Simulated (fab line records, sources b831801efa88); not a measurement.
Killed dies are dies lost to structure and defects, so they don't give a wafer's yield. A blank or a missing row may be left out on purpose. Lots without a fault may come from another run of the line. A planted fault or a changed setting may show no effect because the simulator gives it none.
Tool commonality check | flow gf180mcu | 14 lots, 42 wafers sampled

WHY IT WAS OPENED
At GF_POLY_GATE_THK_MEAS_01 the reading POLY_GATE_CVD_00_THK is flagged on 2 of 14 lots. Wafers without a fault read 201.0 nm, standard deviation 1.6.
Rule: a lot is flagged when every wafer of it that has a number lies more than 4 standard deviations from that mean, or none has a number. The other lots count as sound.

lot  | measured     | on            | POLY_GATE_CVD_00_THK (nm), wafer by wafer | flag
L506 | day 8 09:37  | film_metro-04 | 200.7 199.6 201.2                         |
L507 | day 8 14:47  | film_metro-01 | 200.9 202.7 201.6                         |
L508 | day 8 19:11  | film_metro-04 | 199.0 199.2 198.2                         |
L509 | day 9 09:53  | film_metro-02 | 202.4 200.1 202.0                         |
L511 | day 9 22:53  | film_metro-01 | 201.2 201.4 202.0                         |
L513 | day 10 05:39 | film_metro-04 | 200.1 200.7 200.1                         |
L515 | day 10 22:43 | film_metro-02 | 200.0 200.1 200.8                         |
L516 | day 11 04:55 | film_metro-01 | 200.0 199.6 198.8                         |
L517 | day 11 11:47 | film_metro-01 | 202.4 204.2 202.6                         |
L518 | day 11 22:31 | film_metro-04 | 204.6 202.2 204.9                         |
L520 | day 12 23:02 | film_metro-01 | 201.2 198.7 200.4                         |
L524 | day 13 23:51 | film_metro-02 | 201.7 201.2 203.9                         |
L525 | day 14 03:40 | film_metro-04 | 402.0 400.2 402.3                         | FLAGGED
L529 | day 15 04:58 | film_metro-02 | 397.1 398.3 396.9                         | FLAGGED
The numbers of the flagged lots are 399.5 nm on average: +198.5 nm against the usual, or +99 or more standard deviations.

WHICH TOOL RAN EACH LOT
The record holds 1 process step before the reading, out of a route of 602 steps. In each cell: the tool, then ch and the chambers that the sampled wafers went through, then the start.
lot  | flag    | GF_POLY_GATE_CVD_00
L506 |         | lpcvd-02 ch 0, day 8 08:17
L507 |         | lpcvd-02 ch 0, day 8 13:27
L508 |         | lpcvd-01 ch 1, day 8 17:51
L509 |         | lpcvd-01 ch 0, day 9 08:33
L511 |         | lpcvd-01 ch 1, day 9 21:34
L513 |         | lpcvd-02 ch 1, day 10 04:18
L515 |         | lpcvd-02 ch 1, day 10 21:23
L516 |         | lpcvd-02 ch 1, day 11 03:35
L517 |         | lpcvd-01 ch 0, day 11 10:27
L518 |         | lpcvd-01 ch 0, day 11 21:10
L520 |         | lpcvd-02 ch 0, day 12 21:43
L524 |         | lpcvd-02 ch 1, day 13 22:31
L525 | FLAGGED | lpcvd-02 ch 1, day 14 00:49
L529 | FLAGGED | lpcvd-01 ch 1, day 15 02:08
What these steps do:
- GF_POLY_GATE_CVD_00: deposits poly-Si, target thk 200 nm, time 1200 s.
- GF_POLY_GATE_THK_MEAS_01

FLAGGED OVER TOTAL, TOOL BY TOOL (the gauges that took the reading come last)
step                     | tool          | lots run | flagged | share of the flagged lots | sound lots run after its first flagged lot
GF_POLY_GATE_CVD_00      | lpcvd-01      | 6        | 1       | some                      | 0
GF_POLY_GATE_CVD_00      | lpcvd-02      | 8        | 1       | some                      | 0
GF_POLY_GATE_THK_MEAS_01 | film_metro-01 | 5        | 0       | none                      | -
GF_POLY_GATE_THK_MEAS_01 | film_metro-02 | 4        | 1       | some                      | 0
GF_POLY_GATE_THK_MEAS_01 | film_metro-04 | 5        | 1       | some                      | 0

WHAT THE TABLE ALLOWS
No row of the table ran every flagged lot.

WHAT THE SIMULATOR HAD PUT IN
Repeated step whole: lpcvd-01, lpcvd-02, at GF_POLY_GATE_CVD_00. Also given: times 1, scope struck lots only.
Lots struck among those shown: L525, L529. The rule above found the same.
